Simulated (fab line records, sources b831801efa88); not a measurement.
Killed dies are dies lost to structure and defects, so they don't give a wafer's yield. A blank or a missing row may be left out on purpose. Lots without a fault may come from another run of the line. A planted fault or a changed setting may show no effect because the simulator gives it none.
Which tool did it? | flow gf180mcu | 14 lots, 42 wafers sampled, at 4 steps of a route of 602

WHAT THE GAUGES READ, wafer by wafer
GF_HV_LDD_CD_MEAS_07: target cd 400 nm.
lot  | measured     | on        | cd_nm (nm)
L488 | day 10 06:16 | cd_sem-02 | 400.9 397.8 400.6
L489 | day 10 11:52 | cd_sem-02 | 397.3 396.6 397.0
L490 | day 10 22:05 | cd_sem-02 | 401.2 398.0 398.7
L491 | day 10 22:34 | cd_sem-02 | 402.7 399.8 401.4
L493 | day 11 10:53 | cd_sem-02 | 398.8 400.7 400.8
L496 | day 12 14:01 | cd_sem-02 | 402.6 400.8 400.6
L497 | day 12 18:17 | cd_sem-01 | 401.1 399.2 401.4
L498 | day 13 01:52 | cd_sem-02 | 400.0 399.3 398.3
L501 | day 14 09:02 | cd_sem-02 | 395.8 395.6 394.8
L506 | day 15 16:07 | cd_sem-01 | 402.6 403.6 400.5
L508 | day 16 04:43 | cd_sem-01 | 399.7 400.7 400.5
L509 | day 16 11:20 | cd_sem-01 | 398.3 398.4 397.6
L510 | day 16 18:50 | cd_sem-01 | 400.8 402.3 405.5
L511 | day 17 02:16 | cd_sem-02 | 399.2 398.7 398.9

GF_SALICIDE_RS_MEAS_04: measures by four-point-probe.
lot  | measured     | on            | SALICIDE_TIN_RS (ohm/sq)
L488 | day 15 10:43 | film_metro-02 | 16.76 16.76 16.59
L489 | day 15 17:39 | film_metro-02 | 16.38 16.50 16.11
L490 | day 16 04:25 | film_metro-03 | 16.47 16.17 16.50
L491 | day 16 07:25 | film_metro-04 | 16.19 16.21 16.06
L493 | day 16 20:44 | film_metro-04 | 16.05 16.04 15.97
L496 | day 18 04:36 | film_metro-04 | 16.44 16.23 16.57
L497 | day 18 09:25 | film_metro-02 | 16.46 15.92 16.08
L498 | day 18 19:28 | film_metro-02 | 16.05 15.94 15.93
L501 | day 20 05:52 | film_metro-04 | 16.62 16.59 16.50
L506 | day 21 19:39 | film_metro-02 | 15.92 16.15 16.05
L508 | day 22 05:13 | film_metro-04 | 16.57 16.60 16.54
L509 | day 22 12:29 | film_metro-04 | 16.13 15.98 16.03
L510 | day 22 22:45 | film_metro-03 | 16.07 16.21 16.12
L511 | day 23 04:19 | film_metro-02 | 15.83 15.87 15.90

WHICH TOOL RAN EACH LOT (tool, then ch and the chambers of the sampled wafers, then the start)
lot  | GF_HV_LDD_DEVELOP_45              | GF_HV_LDD_RTA_52
L488 | litho_track-03 ch 0, day 12 15:43 | rtp_anneal-01 ch 0, day 12 16:22
L489 | litho_track-02 ch 0, day 12 22:29 | rtp_anneal-02 ch 0, day 12 23:10
L490 | litho_track-03 ch 0, day 13 07:54 | rtp_anneal-02 ch 0, day 13 08:34
L491 | litho_track-03 ch 0, day 13 10:03 | rtp_anneal-02 ch 0, day 13 10:43
L493 | litho_track-04 ch 0, day 13 23:14 | rtp_anneal-01 ch 0, day 13 23:52
L496 | litho_track-03 ch 0, day 15 05:04 | rtp_anneal-02 ch 0, day 15 05:44
L497 | litho_track-02 ch 0, day 15 09:29 | rtp_anneal-01 ch 0, day 15 10:10
L498 | litho_track-02 ch 0, day 15 17:44 | rtp_anneal-01 ch 0, day 15 18:25
L501 | litho_track-03 ch 0, day 17 02:42 | rtp_anneal-01 ch 0, day 17 03:21
L506 | litho_track-02 ch 0, day 18 11:56 | rtp_anneal-02 ch 0, day 18 12:37
L508 | litho_track-02 ch 0, day 19 00:56 | rtp_anneal-02 ch 0, day 19 01:37
L509 | litho_track-03 ch 0, day 19 09:03 | rtp_anneal-02 ch 0, day 19 09:42
L510 | litho_track-03 ch 0, day 19 18:42 | rtp_anneal-02 ch 0, day 19 19:21
L511 | litho_track-02 ch 0, day 20 00:59 | rtp_anneal-02 ch 0, day 20 01:38
- GF_HV_LDD_DEVELOP_45: develop time 60 s.
- GF_HV_LDD_RTA_52: time 10 s.

WHAT THE TOOLS THEMSELVES READ (means of the sampled wafers that have a number; where no wafer has one, the mark that the record gives instead)
GF_HV_LDD_DEVELOP_45.
lot  | tool           | developer_temp_C (C)
L488 | litho_track-03 | 22.93
L489 | litho_track-02 | 22.92
L490 | litho_track-03 | 22.96
L491 | litho_track-03 | 22.99
L493 | litho_track-04 | 22.95
L496 | litho_track-03 | 22.96
L497 | litho_track-02 | 23.72
L498 | litho_track-02 | 23.85
L501 | litho_track-03 | 23.09
L506 | litho_track-02 | 23.03
L508 | litho_track-02 | 22.98
L509 | litho_track-03 | 22.91
L510 | litho_track-03 | 23.00
L511 | litho_track-02 | 23.01

GF_HV_LDD_RTA_52.
lot  | tool          | anneal_temp_c_max | lamp_power_pct (%) | wafer_temp_C_max
L488 | rtp_anneal-01 | 1005.7            | 32.7               | 1010.5
L489 | rtp_anneal-02 | 1003.4            | 30.5               | 1004.5
L490 | rtp_anneal-02 | 1002.9            | 30.5               | 1005.3
L491 | rtp_anneal-02 | 1002.4            | 30.5               | 1004.4
L493 | rtp_anneal-01 | 1003.3            | 32.7               | 1007.7
L496 | rtp_anneal-02 | 1002.3            | 30.5               | 1005.6
L497 | rtp_anneal-01 | 1004.1            | 32.7               | 1008.7
L498 | rtp_anneal-01 | 1003.8            | 32.7               | 1009.2
L501 | rtp_anneal-01 | 1005.2            | 32.7               | 1008.6
L506 | rtp_anneal-02 | 1002.7            | 30.5               | 1004.2
L508 | rtp_anneal-02 | 1002.2            | 30.5               | 1004.4
L509 | rtp_anneal-02 | 1002.7            | 30.5               | 1005.3
L510 | rtp_anneal-02 | 1002.8            | 30.5               | 1004.4
L511 | rtp_anneal-02 | 1002.4            | 30.5               | 1005.1

THE ANSWER, worked out from the rows above alone
Rule: what is usual is taken from the lots themselves. Put in order of their means at a reading, lots are off if they are a third of the lots or fewer, leave a main group of 4 or more, and stand apart from it by a gap of 3 or more times the standard deviation of the main group's means; of several such gaps the widest counts. A main group whose means are all the same, to the digits that the tables above print for the reading, isn't used. A lot without any number at a reading at which 4 lots or more have one is off too. The other lots that the step has rows for count as sound. The gauges are gone through in route order, then the tools' own readings, and for those a lot's mean is taken as printed above. The first step at which some lot is off is used, and at that step the reading that is off furthest; a lot without a number counts as furthest.
Off: L497, L498, at GF_HV_LDD_DEVELOP_45 (developer_temp_C). The main group: mean 22.98 C, standard deviation 0.049.
A tool fits if, at that step or a process step before it, it ran every lot that is off, and no sound lot after the first of them. None of those tried fits.

WHAT THE SIMULATOR HAD PUT IN
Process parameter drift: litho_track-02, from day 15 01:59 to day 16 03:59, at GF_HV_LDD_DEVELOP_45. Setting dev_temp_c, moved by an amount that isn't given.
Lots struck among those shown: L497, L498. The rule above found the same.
